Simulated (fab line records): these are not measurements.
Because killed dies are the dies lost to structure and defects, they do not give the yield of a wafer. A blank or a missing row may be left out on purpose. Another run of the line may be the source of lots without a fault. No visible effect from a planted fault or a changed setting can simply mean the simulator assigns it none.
fab line records	flow sky130
record lots=12	wafers=36	last_day=51
route steps=708 shown POLY_GATE@235 SPACER@305 POLY_CUT@318 RES_XHIGH@341
lots untouched by any fault: they come from a run of this same line in which no faults occurred
start_h: the number of hours between the record's first day and the start of the first shown wafer of the lot	wait_h: hours since the lot's step before	" same as the row above	L1.1+2: a single row standing in for several wafers	- no value, or no start was given	* or withheld: withheld	< > ~ a bound
route shown NAME@n: NAME is a module with steps in the file, n the number in the route of the first one	usual: mean and standard deviation over wafers with no fault	same: alike in all rows	chamber/n: place in a boat	sites: readings site by site	_std_site: how widely they spread, as a standard deviation	_edge_site: outer sites' mean less inner sites'	radius_mm: for every site, how far away it sits from the centre of the wafer	mask NAME#n: copy n	behind: tool/chamber where the wafer was last shaped	hold: why the lot was held/for how many hours/how that ended	device: the n, p or np transistor that did not switch	end of line: at the end of the route, the tests of the same wafers	a step with no rows: only its recipe	killed: the dies lost at the first sort to structure and to defects; this is not the yield of the wafer	map: shows each die of a wafer: x if killed, . if not, _ if none is there
set.NAME: the setting as run; set.NAME@STEP: as run at that earlier step	model.NAME: the simulator's own value behind a step, which no gauge read
one table for each step of the route and one row for each wafer, over a sample of lots
services: from which hour (start_h, from the record's first day; less than 0 if before it) a tool's chamber was out of use, for how many hours, and why
## steps
# step SKY_POLY_GATE_THK_MEAS_21
# recipe reads=SiO2_of_POLY_GATE_OXIDATION_20
# usual POLY_GATE_OXIDATION_THK=3.99/0.082
lot.wafer	tool	chamber	start_h	wait_h	POLY_GATE_OXIDATION_THK[nm]
L114.1	film_metro-02	-	393.69	0.0	3.99
L114.2	"	-	"	"	4.07
L114.6	"	-	"	"	4.16
L115.1	film_metro-04	-	399.28	0.0	3.96
L115.3	"	-	"	"	3.94
L115.6	"	-	"	"	3.88
L116.2	film_metro-04	-	408.89	0.0	4.00
L116.3	"	-	"	"	3.99
L116.6	"	-	"	"	3.83
L117.3	film_metro-02	-	416.35	0.0	4.07
L117.5	"	-	"	"	4.03
L117.6	"	-	"	"	4.03
L118.1	film_metro-03	-	435.31	0.0	3.88
L118.2	"	-	"	"	3.93
L118.6	"	-	"	"	3.91
L119.1	film_metro-03	-	443.31	0.0	3.98
L119.4	"	-	"	"	4.05
L119.6	"	-	"	"	3.97
L121.1	film_metro-04	-	454.54	0.0	3.94
L121.4	"	-	"	"	3.91
L121.5	"	-	"	"	4.01
L123.1	film_metro-04	-	470.10	0.0	3.99
L123.3	"	-	"	"	4.01
L123.5	"	-	"	"	4.08
L125.3	film_metro-04	-	485.24	0.0	3.89
L125.4	"	-	"	"	3.81
L125.6	"	-	"	"	3.88
L126.4	film_metro-02	-	495.44	0.0	4.06
L126.5	"	-	"	"	3.98
L126.6	"	-	"	"	3.93
L129.3	film_metro-02	-	509.35	0.0	3.86
L129.4	"	-	"	"	4.00
L129.6	"	-	"	"	3.96
L137.4	film_metro-02	-	571.41	0.0	3.99
L137.5	"	-	"	"	4.07
L137.6	"	-	"	"	3.90
# step SKY_SPACER_THK_MEAS_01
# recipe reads=Si3N4_of_SPACER_CVD_00
# usual SPACER_CVD_00_THK=43.3/0.4
lot.wafer	tool	chamber	start_h	wait_h	SPACER_CVD_00_THK[nm]
L114.1	film_metro-03	-	547.76	0.0	43.6
L114.2	"	-	"	"	43.6
L114.6	"	-	"	"	43.7
L115.1	film_metro-04	-	553.18	0.0	43.2
L115.3	"	-	"	"	42.9
L115.6	"	-	"	"	43.4
L116.2	film_metro-03	-	562.76	0.0	43.6
L116.3	"	-	"	"	43.6
L116.6	"	-	"	"	43.4
L117.3	film_metro-03	-	569.49	0.0	44.1
L117.5	"	-	"	"	43.7
L117.6	"	-	"	"	43.9
L118.1	film_metro-04	-	590.76	0.0	43.2
L118.2	"	-	"	"	42.9
L118.6	"	-	"	"	43.4
L119.1	film_metro-01	-	596.24	0.0	43.5
L119.4	"	-	"	"	43.4
L119.6	"	-	"	"	44.1
L121.1	film_metro-01	-	607.90	0.0	43.7
L121.4	"	-	"	"	42.9
L121.5	"	-	"	"	43.6
L123.1	film_metro-01	-	623.85	0.0	42.9
L123.3	"	-	"	"	42.7
L123.5	"	-	"	"	42.7
L125.3	film_metro-03	-	636.06	0.0	43.1
L125.4	"	-	"	"	43.0
L125.6	"	-	"	"	42.8
L126.4	film_metro-04	-	647.02	0.0	42.5
L126.5	"	-	"	"	42.4
L126.6	"	-	"	"	42.6
L129.3	film_metro-01	-	658.91	0.0	42.9
L129.4	"	-	"	"	42.9
L129.6	"	-	"	"	43.0
L137.4	film_metro-01	-	722.21	0.0	43.4
L137.5	"	-	"	"	43.3
L137.6	"	-	"	"	43.9
# step SKY_SPACER_ETCHBACK_02
# recipe chemistry=CH3F/O2	target=Si3N4	stop_on=SiO2	source_w=400	bias_w=80	pressure_mtorr=25	ch3f_flow_sccm=40	O2_flow_sccm=30	time_s=46.7	target_depth_a=450
# usual O2_flow_sccm=30.02/0.098	chamber_pressure_mTorr=25.005/0.022	drypump_motor_current_A=5.8/0.53	oes_product_au=0.857/0.0064	throttle_valve_pct=10.562/0.0098
lot.wafer	tool	chamber	start_h	wait_h	O2_flow_sccm	chamber_pressure_mTorr	drypump_motor_current_A	oes_product_au	rf_hours_counter_h	throttle_valve_pct
L114.1	rie_diel-03	2	547.82	0.1	30.08	25.063	5.0	0.868	2	10.557
L114.2	"	0	"	"	29.97	25.012	6.0	0.852	2	10.573
L114.6	"	2	"	"	30.00	25.021	5.0	0.858	-	10.551
L115.1	rie_diel-03	2	553.24	0.1	29.92	25.000	5.0	0.848	2	10.563
L115.3	"	3	"	"	30.04	24.978	6.0	0.849	0	10.560
L115.6	"	2	"	"	30.11	25.026	5.0	0.868	-	10.573
L116.2	rie_diel-03	1	562.81	0.0	29.97	24.975	5.1	0.863	1	10.562
L116.3	"	3	"	"	30.00	24.993	6.0	0.859	0	10.577
L116.6	"	1	"	"	30.09	25.021	5.1	0.861	-	10.561
L117.3	rie_diel-02	3	569.53	0.0	29.96	25.007	6.2	0.869	2	10.563
L117.5	"	2	"	"	30.31	24.995	6.6	0.859	-	10.544
L117.6	"	1	"	"	30.08	25.016	5.5	0.866	-	10.577
L118.1	rie_diel-03	3	590.82	0.1	30.07	25.023	6.0	0.854	1	10.561
L118.2	"	1	"	"	30.08	25.048	5.1	0.853	1	10.571
L118.6	"	2	"	"	30.13	25.033	5.0	0.865	-	10.564
L119.1	rie_diel-04	1	596.30	0.1	30.04	25.036	6.4	0.863	2	10.552
L119.4	"	2	"	"	30.20	25.012	5.5	0.856	6	10.577
L119.6	"	1	"	"	30.01	24.967	6.4	0.863	-	10.554
L121.1	rie_diel-03	1	607.96	0.1	30.18	25.003	5.1	0.857	1	10.567
L121.4	"	0	"	"	30.01	25.033	5.9	0.859	3	10.551
L121.5	"	2	"	"	30.06	25.000	5.0	0.861	-	10.577
L123.1	rie_diel-03	0	623.91	0.1	30.06	25.012	5.9	0.848	3	10.550
L123.3	"	3	"	"	30.04	25.043	6.0	0.847	1	10.573
L123.5	"	1	"	"	29.91	24.993	5.1	0.852	-	10.553
L125.3	rie_diel-03	0	636.10	0.0	29.80	25.014	6.0	0.854	4	10.563
L125.4	"	3	"	"	29.99	25.009	6.0	0.854	1	10.559
L125.6	"	0	"	"	29.75	24.972	6.0	0.859	-	10.567
L126.4	rie_diel-03	2	647.05	0.0	30.16	25.000	5.0	0.860	3	10.563
L126.5	"	0	"	"	29.92	24.962	6.0	0.839	-	10.551
L126.6	"	3	"	"	30.14	24.989	6.0	0.845	-	10.550
L129.3	rie_diel-04	2	658.95	0.0	30.00	24.991	5.5	0.857	7	10.581
L129.4	"	0	"	"	29.92	25.009	6.3	0.855	0	10.564
L129.6	"	3	"	"	30.03	24.987	5.2	0.851	-	10.569
L137.4	rie_diel-03	2	722.24	0.0	30.00	25.037	5.0	0.850	5	10.572
L137.5	"	2	"	"	29.95	25.003	5.0	0.849	-	10.566
L137.6	"	3	"	"	30.08	24.992	6.0	0.868	-	10.562
# step SKY_POLY_CUT_ETCH_11
# recipe target=Si3N4	chemistry=CF4/CH2F2/Ar	stop_on=poly-Si	source_w=600	bias_w=150	pressure_mtorr=40	cf4_flow_sccm=40	ch2f2_flow_sccm=20	Ar_flow_sccm=150	time_s=42.5	target_depth_a=600
# usual chamber_pressure_mTorr=40.01/0.053	drypump_motor_current_A=5.8/0.48	oes_product_au=0.831/0.0069	throttle_valve_pct=14.994/0.0091
lot.wafer	tool	chamber	start_h	wait_h	chamber_pressure_mTorr	drypump_motor_current_A	oes_product_au	rf_hours_counter_h	throttle_valve_pct
L114.1	rie_diel-03	3	577.29	0.0	40.02	6.0	0.836	1	14.994
L114.2	"	0	"	"	39.98	6.0	0.832	3	14.985
L114.6	"	2	"	"	39.97	5.0	0.833	-	15.003
L115.1	rie_diel-04	2	582.54	0.0	39.97	5.5	0.824	5	15.000
L115.3	"	1	"	"	39.99	6.4	0.832	1	14.994
L115.6	"	0	"	"	40.01	6.4	0.817	-	14.980
L116.2	rie_diel-01	1	592.68	0.0	40.02	6.1	0.837	6	14.984
L116.3	"	3	"	"	39.96	6.2	0.827	16	14.995
L116.6	"	3	"	"	40.02	6.2	0.837	-	14.986
L117.3	rie_diel-03	3	598.88	0.0	39.95	6.0	0.818	1	15.006
L117.5	"	1	"	"	39.98	5.1	0.831	-	14.989
L117.6	"	0	"	"	40.51	6.0	0.831	-	14.999
L118.1	rie_diel-01	2	619.61	0.0	40.02	6.0	0.822	11	15.002
L118.2	"	3	"	"	39.99	6.2	0.823	17	14.995
L118.6	"	0	"	"	40.03	5.9	0.820	-	14.998
L119.1	rie_diel-04	3	626.37	0.0	39.98	5.3	0.825	5	14.997
L119.4	"	0	"	"	39.97	6.3	0.824	-	14.989
L119.6	"	3	"	"	40.00	5.3	0.833	-	15.007
L121.1	rie_diel-01	1	636.79	0.0	40.02	6.1	0.844	7	15.001
L121.4	"	3	"	"	40.00	6.2	0.837	17	14.991
L121.5	"	2	"	"	40.00	6.0	0.831	-	15.000
L123.1	rie_diel-03	0	655.26	0.0	40.00	6.0	0.795	4	14.997
L123.3	"	3	"	"	39.93	6.0	0.830	2	15.004
L123.5	"	2	"	"	40.02	5.0	0.821	-	14.979
L125.3	rie_diel-04	3	665.04	0.0	39.98	5.3	0.801	6	14.975
L125.4	"	0	"	"	39.99	6.4	0.828	0	14.991
L125.6	"	2	"	"	40.00	5.5	0.806	-	14.996
L126.4	rie_diel-04	3	675.69	0.0	40.01	5.3	0.838	6	14.990
L126.5	"	2	"	"	39.98	5.5	0.804	-	14.999
L126.6	"	1	"	"	39.95	6.4	0.836	-	15.013
L129.3	rie_diel-03	2	688.24	0.0	40.04	5.0	0.823	4	14.993
L129.4	"	3	"	"	39.96	6.0	0.823	2	14.989
L129.6	"	1	"	"	39.96	5.1	0.819	-	15.009
L137.4	rie_diel-03	0	750.64	0.0	40.02	6.0	0.825	6	14.997
L137.5	"	1	"	"	40.02	5.1	0.836	-	14.994
L137.6	"	0	"	"	40.04	6.0	0.840	-	14.994
# step SKY_RES_XHIGH_TW_MEAS_09
# usual RES_XHIGH_TW=1627/15
lot.wafer	tool	chamber	start_h	wait_h	RES_XHIGH_TW
L114.1	film_metro-04	-	634.54	0.1	1648
L114.2	"	-	"	"	1648
L114.6	"	-	"	"	1649
L115.1	film_metro-04	-	642.21	0.1	1641
L115.3	"	-	"	"	1645
L115.6	"	-	"	"	1643
L116.2	film_metro-03	-	650.95	0.1	1621
L116.3	"	-	"	"	1611
L116.6	"	-	"	"	1621
L117.3	film_metro-02	-	657.26	0.1	1608
L117.5	"	-	"	"	1610
L117.6	"	-	"	"	1612
L118.1	film_metro-04	-	677.59	0.1	1644
L118.2	"	-	"	"	1637
L118.6	"	-	"	"	1644
L119.1	film_metro-04	-	685.04	0.1	1650
L119.4	"	-	"	"	1640
L119.6	"	-	"	"	1643
L121.1	film_metro-04	-	694.79	0.1	1644
L121.4	"	-	"	"	1648
L121.5	"	-	"	"	1642
L123.1	film_metro-04	-	712.67	0.1	1635
L123.3	"	-	"	"	1635
L123.5	"	-	"	"	1643
L125.3	film_metro-03	-	722.56	0.1	1618
L125.4	"	-	"	"	1613
L125.6	"	-	"	"	1607
L126.4	film_metro-02	-	731.95	0.1	1620
L126.5	"	-	"	"	1617
L126.6	"	-	"	"	1608
L129.3	film_metro-02	-	744.86	0.1	1605
L129.4	"	-	"	"	1605
L129.6	"	-	"	"	1608
L137.4	film_metro-04	-	806.02	0.1	1650
L137.5	"	-	"	"	1647
L137.6	"	-	"	"	1648
## services
tool	chamber	start_h	hours	kind
rie_diel-01	0	532.26	4.5	repair
rie_diel-02	2	532.38	2.4	repair
rie_diel-03	1	563.97	1.4	repair
rie_diel-01	3	596.02	3.4	repair
rie_diel-02	3	600.50	3.9	repair
rie_diel-04	0	606.11	16.3	repair
rie_diel-01	0	608.50	7.9	repair
rie_diel-04	1	620.27	8.9	repair
rie_diel-01	1	624.52	9.3	repair
rie_diel-04	2	625.20	9.6	repair
rie_diel-04	0	634.84	-	clean
rie_diel-04	0	634.84	18.3	scheduled_down
rie_diel-04	0	634.84	18.3	vent_cycle
rie_diel-04	1	638.24	1.6	repair
rie_diel-02	1	639.60	3.7	repair
rie_diel-03	3	675.30	7.5	repair
rie_diel-03	2	723.66	3.0	repair
rie_diel-01	-	729.33	0.5	repair
rie_diel-04	2	733.31	4.0	repair
rie_diel-02	3	740.15	5.8	repair
rie_diel-02	0	741.32	4.7	repair
## key
first_sign step=SKY_POLY_CUT_ETCH_11	reading=oes_product_au	direction=down	sigmas=4.3	usual=0.831	struck=0.801
effect none on later readings
met_at SKY_SPACER_ETCHBACK_02
struck_lots L123,L125,L126
struck_wafers L123.1,L125.3,L125.6,L126.5
tester_left_out L123,L125,L126
not_acting_at SKY_POLY_GATE_THK_MEAS_21,SKY_SPACER_THK_MEAS_01,SKY_RES_XHIGH_TW_MEAS_09
onset_between 607.96 623.91
fault kind=process_parameter_drift	tool=rie_diel-03	chamber=0	onset_h=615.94	steps=SKY_SPACER_ETCHBACK_02	channel=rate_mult	offset=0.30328	shape=step	end_h=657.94
# tester_left_out: of these lots the tester's yield and bins aren't shown, on N5 and GAA mostly nor the transistor test; their killed dies are dies lost to structure and defects alone, not to doping, threshold or leakage, so they don't give the yield
